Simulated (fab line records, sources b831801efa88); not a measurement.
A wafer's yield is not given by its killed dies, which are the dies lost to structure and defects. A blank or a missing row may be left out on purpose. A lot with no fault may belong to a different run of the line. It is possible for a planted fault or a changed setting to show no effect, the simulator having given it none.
Which tool was responsible? ; flow sky130 ; 6 lots with 18 wafers sampled at 2 steps, on a route of 708 steps

== WHAT THE GAUGES READ, wafer by wafer ==
SKY_LDD_HVP_TW_MEAS_10.
lot;measured;on;LDD_HVP_TW
L994;day 22 09:53;film_metro-03;456 458 459
L998;day 23 20:45;film_metro-03;455 458 455
L102;day 25 05:41;film_metro-03;462 460 460
L104;day 25 21:53;film_metro-04;453 450 449
L106;day 26 23:17;film_metro-03;460 458 461
L110;day 28 02:40;film_metro-04;451 453 451

== TOOL THAT RAN EACH LOT (tool first, then ch and the chambers of the sampled wafers, then the start) ==
lot;SKY_LDD_HVP_STRIP_09
L994;plasma_asher-01 ch 0, day 22 09:47
L998;plasma_asher-01 ch 0, day 23 20:38
L102;plasma_asher-02 ch 0,1, day 25 05:35
L104;plasma_asher-01 ch 0,1, day 25 21:47
L106;plasma_asher-02 ch 0,1, day 26 23:11
L110;plasma_asher-02 ch 0,1, day 28 02:35
- SKY_LDD_HVP_STRIP_09: strips in O2/N2.

== THE ANSWER, worked out from the rows above alone ==
Rule: the usual values come from the lots themselves. The widest of any qualifying gaps counts: lots, ordered by their means at a reading, are off when they make up no more than a third of the lots, leave a main group of 4 or more, and stand apart from it by 3 or more times the standard deviation of that group's means. A main group is skipped when, at the precision printed for the reading in the tables above, its means are all equal. A lot without any number at a reading at which 4 lots or more have one is off too. All remaining lots with rows at the step are treated as sound.
No lot is off at any reading shown: from this, nothing can be told.

== WHAT THE SIMULATOR HAD INSERTED ==
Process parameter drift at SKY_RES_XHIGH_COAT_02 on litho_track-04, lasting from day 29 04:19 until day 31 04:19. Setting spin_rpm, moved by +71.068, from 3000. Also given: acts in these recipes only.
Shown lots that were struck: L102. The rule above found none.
